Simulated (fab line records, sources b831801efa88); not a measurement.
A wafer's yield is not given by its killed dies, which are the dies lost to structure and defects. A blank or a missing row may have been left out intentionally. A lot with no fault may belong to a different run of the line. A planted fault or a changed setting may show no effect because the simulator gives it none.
Lot-split experiment    flow sky130    route with 708 steps; 5 lots, 23 wafers read

## THE SPLIT
At SKY_METAL3_COAT_08 (resist thk 1140 nm), the setting resistThkNm was moved away from the recipe's 1140 nm on 8 of the 23 wafers read, by -4.6% to +5.4%. This setting was run at the recipe's value on the other wafers.

## BETWEEN THE SPLIT AND THE READING: the file shows 1 step in between
- SKY_METAL3_METAL_ETCH_18: etches the open film in Cl2/BCl3, stops on SiO2, target depth 845 nm, time 183.1 s (also split here: icpW)

## THE READING
oesProductAu, in a.u., at SKY_METAL3_STRIP_19 (strips in O2/N2). Typical for fault-free wafers on this fab line: 0.504 a.u., with standard deviation 0.0058 a.u.

wafer   tool, chamber at the split  resistThkNm as run, nm  against the recipe  oesProductAu, a.u.  against lot-mates on the recipe
L074.1  lithoTrack-03, 0            1140                    recipe              0.508               -
L074.2  lithoTrack-03, 0            1140                    recipe              0.509               -
L074.5  lithoTrack-03, 0            1140                    recipe              0.506               -
L077.2  lithoTrack-04, 0            1194                    +4.7%               0.527               +0.022
L077.3  lithoTrack-04, 0            1194                    +4.7%               0.526               +0.021
L077.4  lithoTrack-04, 0            1140                    recipe              0.505               -
L077.5  lithoTrack-04, 0            1140                    recipe              0.499               -
L077.6  lithoTrack-04, 0            1140                    recipe              0.510               -
L078.1  lithoTrack-04, 0            1201                    +5.4%               0.529               +0.018
L078.3  lithoTrack-04, 0            1140                    recipe              0.508               -
L078.4  lithoTrack-04, 0            1140                    recipe              0.508               -
L078.5  lithoTrack-04, 0            1140                    recipe              0.517               -
L078.6  lithoTrack-04, 0            1201                    +5.4%               0.544               +0.033
L080.1  lithoTrack-04, 0            1140                    recipe              0.498               -
L080.2  lithoTrack-04, 0            1088                    -4.6%               0.459               -0.033
L080.3  lithoTrack-04, 0            1088                    -4.6%               0.476               -0.016
L080.5  lithoTrack-04, 0            1140                    recipe              0.500               -
L080.6  lithoTrack-04, 0            1140                    recipe              0.479               -
L084.1  lithoTrack-03, 0            1140                    recipe              0.483               -
L084.2  lithoTrack-03, 0            1140                    recipe              0.496               -
L084.3  lithoTrack-03, 0            1140                    recipe              0.498               -
L084.4  lithoTrack-03, 0            1109                    -2.7%               0.473               -0.019
L084.6  lithoTrack-03, 0            1109                    -2.7%               0.468               -0.024

THE FIT
A straight line over all 23 wafers: oesProductAu changes by +0.00695 a.u. for each +1% of resistThkNm; r = +0.89; the points scatter about the line by 0.0099 a.u.
The same after taking each lot's own level away (the mean of its wafers on the recipe; 23 wafers): +0.00525 a.u. for each +1%; r = +0.91; scatter 0.0066 a.u.
Per that fit: largest resistThkNm move, reading shift of 0.028 a.u.
The lots' own levels span 0.4923 to 0.5110 a.u., that is 3.2 times the standard deviation above.
So the lot-to-lot level changes the slope: the two fits differ.
Check: +0.0292 a.u. against its lot-mates is what the line predicts for one of the wafers moved furthest among these (+5.4%) when that wafer is left out of the fit. It came out at +0.018 a.u. against them.

## ADDITIONAL SPLITS CARRIED BY THESE WAFERS
These wafers also went through other splits before the reading. Each is held against what the fit with the lots' levels taken away leaves over:
other split on the same wafers  wafers away from the commonest value  r with oesProductAu (lot level and that fit taken away)
SKY_VIA2_ETCH_15 sourceW        8                                     +0.09
SKY_CAPM_SPUTTER_02 powerW      9                                     -0.09
SKY_CAPM_METAL_ETCH_13 timeS    8                                     -0.12
SKY_METAL3_METAL_ETCH_18 icpW   7                                     -0.68

## THE WHOLE CHAIN: every reading that the file lists as answering this split, in the file's order
step                      what it does                                                                        reading                                                                             change (the file's fit)                                                                 r (the file's)
SKY_METAL3_COAT_08        resist thk 1140 nm                                                                  KrF-thick_of_METAL3_COAT_08.thkNm (the simulator's own value, which no gauge read)  +11.5 nm for each +1% of the setting                                                    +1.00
SKY_METAL3_STRIP_19       strips in O2/N2                                                                     oesProductAu                                                                        +0.00522 a.u. for each +1% of the setting                                               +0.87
SKY_METAL3_STRIP_19       strips in O2/N2                                                                     stripTimeToEndpointS                                                                withheld for each +1% of the setting                                                    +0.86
SKY_METAL3_METAL_ETCH_18  etches the open film in Cl2/BCl3, stops on SiO2, target depth 845 nm, time 183.1 s  KrF-thick_of_METAL3_COAT_08.thkNm (the simulator's own value, which no gauge read)  +11.1 nm for each +1% of the setting, in a fit together with icpW@METAL3_METAL_ETCH_18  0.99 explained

## THE FILE'S OWN FIT
oesProductAu changes by +0.00522 a.u. for each +1% of resistThkNm, r = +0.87.
